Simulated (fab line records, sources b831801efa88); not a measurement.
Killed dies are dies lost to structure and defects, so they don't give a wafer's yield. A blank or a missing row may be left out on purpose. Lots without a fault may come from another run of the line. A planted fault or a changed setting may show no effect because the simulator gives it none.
A struck lot beside a sound one | flow sky130 | 27 steps out of a route of 708
Sound: wafers L905.2, L905.3, L905.4. Struck: wafers L911.2, L911.3, L911.4. The cause comes at the end.
At each step with rows: each side's tool, then ch and its chambers, then its first start. Under that, the readings that differ: sound wafers | struck wafers | difference of the means | sigmas: that difference in standard deviations of wafers without a fault.
alike: readings whose means differ by less than 2 such deviations, and words and numbers that are the same on both sides. not compared: withheld readings, readings that some wafer has no value for, bounds like >300 that may hide the same value, and numbers for which the record gives no deviation and whose values overlap.
The two part at a step that has a row with sigmas, a row that says differs or no value, or rows on one side only. Numbers that don't overlap but have no deviation are shown without sigmas and don't part them. A reading that every wafer of one side lacks parts them only if that side has two wafers or more.

first, 2 steps without rows for these wafers: SKY_RES_PROTECT_DEVELOP_06 (develop time 60 s); SKY_POLY_GATE_IMPLANT_02.
SKY_RES_PROTECT_STRIP_07: strips in O2/N2.
  sound on plasma_asher-03 ch 0,1, day 15 13:53; struck on plasma_asher-01 ch 0,1, day 17 14:46
  alike: drypump_motor_current_A, oes_product_au, strip_time_to_endpoint_s
  not compared: rf_hours_counter_h
SKY_RES_PROTECT_TW_MEAS_08:
  sound on film_metro-04, day 15 13:59; struck on film_metro-02, day 17 14:53
  reading      | sound          | struck         | difference | sigmas
  POLY_GATE_TW | 4073 4078 4074 | 3990 4021 3960 | -85        | -2
then, 2 steps without rows for these wafers: SKY_RES_PROTECT_CLEAN_09 (cleans in SC1/SC2, time 150 s); SKY_POLY_GATE_CVD_03 (deposits Si3N4 from DCS/NH3, target thk 75 nm, time 1290 s).
SKY_POLY_GATE_THK_MEAS_04:
  sound on film_metro-02, day 15 16:03; struck on film_metro-03, day 17 16:21
  reading                   | sound          | struck         | difference | sigmas
  POLY_GATE_CVD_03_THK (nm) | 75.9 75.6 76.1 | 74.2 73.7 74.2 | -1.8       | -3
then, 5 steps without rows for these wafers: SKY_POLY_GATE_DEHYDRATE_05 (time 60 s); SKY_POLY_GATE_HMDS_06 (prime time 60 s); SKY_POLY_GATE_COAT_07 (resist thk 110 nm); SKY_POLY_GATE_COAT_08 (resist thk 450 nm); SKY_POLY_GATE_SOFTBAKE_09 (time 87.7 s).
SKY_POLY_GATE_EXPOSE_10: exposes mask P1M, target cd 150 nm.
  sound on krf_scanner-01 ch 0, day 16 06:31; struck on krf_scanner-02 ch 0, day 18 06:27
  reading | sound             | struck                     | difference | sigmas
  mask    | P1M#0 P1M#0 P1M#0 | P1M_R1#0 P1M_R1#0 P1M_R1#0 | differs    |
then, 2 steps without rows for these wafers: SKY_POLY_GATE_PEB_11; SKY_POLY_GATE_DEVELOP_12 (develop time 60 s).
SKY_POLY_GATE_CD_MEAS_13: target cd 150 nm.
  sound on cd_sem-01, day 16 20:03; struck on cd_sem-02, day 18 21:48
  reading    | sound             | struck            | difference | sigmas
  cd_nm (nm) | 147.4 147.1 147.2 | 174.7 176.0 174.6 | +27.9      | +17
SKY_POLY_GATE_OVL_MEAS_14:
  sound on overlay-02, day 16 20:10; struck on overlay-01, day 18 21:54
  alike: POLY_GATE_OVL
SKY_POLY_GATE_ETCH_15: etches BARC in N2/H2, stops on SiO2, time 118.5 s, target depth 110 nm.
  sound on rie_diel-02 ch 0,2,3, day 16 20:11; struck on rie_diel-01 ch 0,1,3, day 18 21:56
  reading                    | sound             | struck            | difference | sigmas
  rf_hours_counter_h (h)     | 76 114 51         | 26 6 3            | -69        |
  model.POLY_GATE.cd_nm (nm) | 147.4 145.8 146.7 | 172.9 173.5 174.9 | +27.1      |
  alike: drypump_motor_current_A, oes_product_au, throttle_valve_pct
SKY_POLY_GATE_ETCH_16: etches Si3N4 in CH3F/O2, stops on poly-Si, time 147.5 s, target depth 75 nm.
  sound on rie_diel-02 ch 0,2,3, day 16 20:16; struck on rie_diel-01 ch 0,1,3, day 18 22:01
  reading                | sound             | struck            | difference | sigmas
  oes_product_au (a.u.)  | 0.646 0.647 0.645 | 0.632 0.639 0.633 | -0.011     | -2
  rf_hours_counter_h (h) | 76 114 51         | 26 6 3            | -69        |
  alike: drypump_motor_current_A, throttle_valve_pct
SKY_POLY_GATE_ETCH_17: etches poly-Si in HBr/Cl2, stops on SiO2, target depth 180 nm, time 70.5 s.
  sound on rie_si-02 ch 0,1,3, day 16 20:22; struck on rie_si-02 ch 0,2,3, day 18 22:07
  reading                    | sound             | struck            | difference | sigmas
  model.POLY_GATE.cd_nm (nm) | 146.5 145.7 147.2 | 171.7 173.4 174.7 | +26.8      |
  alike: HBr_flow_sccm, drypump_motor_current_A, oes_product_au, throttle_valve_pct
  not compared: rf_hours_counter_h
SKY_POLY_GATE_STRIP_18: strips in O2/N2.
  sound on plasma_asher-02 ch 0,1, day 16 20:26; struck on plasma_asher-02 ch 0,1, day 18 22:10
  alike: drypump_motor_current_A, oes_product_au, strip_time_to_endpoint_s
  not compared: rf_hours_counter_h
then, 2 steps without rows for these wafers: SKY_POLY_GATE_CLEAN_19 (cleans in SC1/SC2, time 150 s); SKY_POLY_GATE_OXIDATION_20 (stabilise 600 s, purge 300 s, target thk 4 nm).
SKY_POLY_GATE_THK_MEAS_21:
  sound on film_metro-02, day 17 02:35; struck on film_metro-04, day 19 00:43
  alike: POLY_GATE_OXIDATION_THK
SKY_POLY_GATE_CD_MEAS_22:
  sound on cd_sem-01, day 17 02:40; struck on cd_sem-01, day 19 00:47
  reading    | sound             | struck            | difference | sigmas
  cd_nm (nm) | 146.6 146.0 147.4 | 171.6 173.4 174.9 | +26.6      | +13
then, 1 step without rows for these wafers: SKY_LDD_N_DEHYDRATE_00 (time 60 s).
SKY_PAD_OPEN_PROBE_99:
  the record has rows for the sound wafers here (prober-01, day 46 07:30) and none for the struck ones

WHERE THEY PART
First at SKY_RES_PROTECT_TW_MEAS_08; last, within this record, at SKY_PAD_OPEN_PROBE_99.

WHY: what the simulator had put in
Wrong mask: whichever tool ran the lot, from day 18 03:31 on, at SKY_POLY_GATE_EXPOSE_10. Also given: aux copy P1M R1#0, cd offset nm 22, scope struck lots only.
